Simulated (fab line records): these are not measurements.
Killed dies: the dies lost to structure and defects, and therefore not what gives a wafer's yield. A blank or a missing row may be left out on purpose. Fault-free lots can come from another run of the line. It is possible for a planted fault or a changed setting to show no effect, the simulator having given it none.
Which tool was responsible? -- flow gf180mcu -- Sampling: 12 lots, 36 wafers, 2 of 602 route steps

WHAT EACH GAUGE READ, for each wafer
GF_V4_THK_MEAS_01.
lot,measured,on,V4_CVD_00_THK (nm)
L075,day 23 18:40,film_metro-01,608 605 596
L077,day 24 11:14,film_metro-01,599 605 599
L079,day 25 11:38,film_metro-02,597 601 603
L081,day 26 01:39,film_metro-01,604 592 604
L083,day 26 23:10,film_metro-04,608 606 606
L085,day 27 13:19,film_metro-01,597 607 605
L087,day 27 23:21,film_metro-02,600 596 602
L089,day 28 12:42,film_metro-01,589 606 595
L091,day 29 02:41,film_metro-04,604 607 600
L093,day 29 10:44,film_metro-01,593 601 601
L095,day 30 01:41,film_metro-02,613 609 604
L097,day 30 15:53,film_metro-04,596 598 607

TOOL THAT RAN EACH LOT (tool first, then ch and the chambers of the sampled wafers, then the start)
lot,GF_M3_SPUTTER_01
L075,"pvd_sputter-02, day 20 15:20"
L077,"pvd_sputter-02, day 21 11:08"
L079,"pvd_sputter-04, day 22 12:29"
L081,"pvd_sputter-02, day 23 02:28"
L083,"pvd_sputter-04, day 24 02:34"
L085,"pvd_sputter-04, day 24 18:37"
L087,"pvd_sputter-04, day 25 06:07"
L089,"pvd_sputter-04, day 25 20:23"
L091,"pvd_sputter-02, day 26 09:52"
L093,"pvd_sputter-03, day 26 20:11"
L095,"pvd_sputter-03, day 27 11:55"
L097,"pvd_sputter-02, day 28 02:47"
- GF_M3_SPUTTER_01: material TiN, target thk 30 nm, time 25 s.

THE ANSWER, worked out from the rows above alone
Rule: what is usual is taken from the lots themselves. The widest of any qualifying gaps counts: lots, ordered by their means at a reading, are off when they make up no more than a third of the lots, leave a main group of 4 or more, and stand apart from it by 3 or more times the standard deviation of that group's means. If all means in a main group match to the digits the tables above print for the reading, that group is not used. Also off: a lot with no number at a reading for which 4 or more lots have one. All remaining lots with rows at the step are treated as sound.
Across all readings shown, no lot is off: no conclusion can be drawn from this.

WHAT THE SIMULATOR HAD PUT IN
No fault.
